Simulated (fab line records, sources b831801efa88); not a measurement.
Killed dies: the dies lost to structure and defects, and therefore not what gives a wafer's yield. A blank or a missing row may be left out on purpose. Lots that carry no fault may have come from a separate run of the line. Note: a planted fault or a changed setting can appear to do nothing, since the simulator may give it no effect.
Which tool did it? | flow gf180mcu | Sampling: 6 lots, 18 wafers, 2 of 602 route steps

WHAT THE GAUGES READ, wafer by wafer
GF_HV_LDD_CD_MEAS_07: the cd target is 400 nm.
lot  | measured     | on       | cdNm (nm)
L461 | day 11 19:45 | cdSem-01 | 401 401 400
L466 | day 13 10:29 | cdSem-01 | 403 402 402
L470 | day 14 18:29 | cdSem-01 | 398 397 398
L473 | day 15 07:02 | cdSem-02 | 401 401 402
L476 | day 16 00:34 | cdSem-01 | 396 398 399
L478 | day 16 16:20 | cdSem-01 | 401 401 398

WHICH TOOL RAN EACH LOT (tool, then ch and the chambers of the sampled wafers, then the start)
lot  | GF_HV_LDD_EXPOSE_04
L461 | ilineStepper-01 ch 0, day 11 10:46
L466 | ilineStepper-01 ch 0, day 13 00:52
L470 | ilineStepper-02 ch 0, day 14 08:09
L473 | ilineStepper-02 ch 0, day 14 20:49
L476 | ilineStepper-02 ch 0, day 15 14:15
L478 | ilineStepper-02 ch 0, day 16 05:42
- GF_HV_LDD_EXPOSE_04: exposes mask Nplus LV AREA, target cd 400 nm.

THE ANSWER, worked out from the rows above alone
Rule: usual is defined by the lots themselves. Put in order of their means at a reading, lots are off if they are a third of the lots or fewer, leave a main group of 4 or more, and stand apart from it by a gap of 3 or more times the standard deviation of the main group's means; of several such gaps the widest counts. A main group whose means are all the same, to the digits that the tables above print for the reading, isn't used. A lot without any number at a reading at which 4 lots or more have one is off too. Any other lot the step has rows for is counted as sound.
Across all readings shown, no lot is off: no conclusion can be drawn from this.

WHAT WAS PUT IN BY THE SIMULATOR
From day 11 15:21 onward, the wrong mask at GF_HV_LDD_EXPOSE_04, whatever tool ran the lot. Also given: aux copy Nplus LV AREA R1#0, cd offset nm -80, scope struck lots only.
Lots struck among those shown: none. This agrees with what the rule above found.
